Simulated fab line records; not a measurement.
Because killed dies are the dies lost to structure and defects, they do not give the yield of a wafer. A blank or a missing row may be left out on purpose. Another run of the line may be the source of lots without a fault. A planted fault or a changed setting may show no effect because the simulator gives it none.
Which of the tools did it? -- flow gf180mcu -- Sampling: 6 lots, 18 wafers, 2 of 602 route steps

== WHAT EACH GAUGE READ, for each wafer ==
GF_VT_IMPLANT_TW_MEAS_43.
lot,measured,on,VT_IMPLANT_4_TW
L411,day 8 02:01,film-metro-04,688 688 686
L414,day 8 23:59,film-metro-04,857 860 857 861 862 860
L416,day 9 11:31,film-metro-02,699 703 701
L425,day 12 01:40,film-metro-04,692 693 692
L427,day 12 13:46,film-metro-03,684 680 680
L431,day 13 16:19,film-metro-02,693 696 696

== EACH LOT AND THE TOOL THAT RAN IT (in order: tool; ch and the chambers of the sampled wafers; start) ==
lot,GF_VT_IMPLANT_IMPLANT_41
L411,"implanter-04 ch 0, day 8 01:46"
L414,"implanter-04 ch 0, day 8 23:25"
L416,"implanter-01 ch 0, day 9 11:16"
L425,"implanter-01 ch 0, day 12 01:25"
L427,"implanter-02 ch 0, day 12 13:32"
L431,"implanter-04 ch 0, day 13 16:07"
- GF_VT_IMPLANT_IMPLANT_41

== THE ANSWER, worked out from the rows above alone ==
Rule: the usual values come from the lots themselves. The widest of any qualifying gaps counts: lots, ordered by their means at a reading, are off when they make up no more than a third of the lots, leave a main group of 4 or more, and stand apart from it by 3 or more times the standard deviation of that group's means. A main group is skipped when, at the precision printed for the reading in the tables above, its means are all equal. Also off: a lot with no number at a reading for which 4 or more lots have one. Where the step has rows for the other lots, those lots are counted as sound.
Off: L414, at GF_VT_IMPLANT_TW_MEAS_43 (VT_IMPLANT_4_TW). Mean 691 and standard deviation 6.7 in the main group.
If a tool, at a process step before that reading, ran all the lots that are off and no sound lot after the first of them, it fits. Those tools and the gauges at GF_VT_IMPLANT_TW_MEAS_43 are tried in the same way. No candidate that was tried fits.

== WHAT THE SIMULATOR PUT IN ==
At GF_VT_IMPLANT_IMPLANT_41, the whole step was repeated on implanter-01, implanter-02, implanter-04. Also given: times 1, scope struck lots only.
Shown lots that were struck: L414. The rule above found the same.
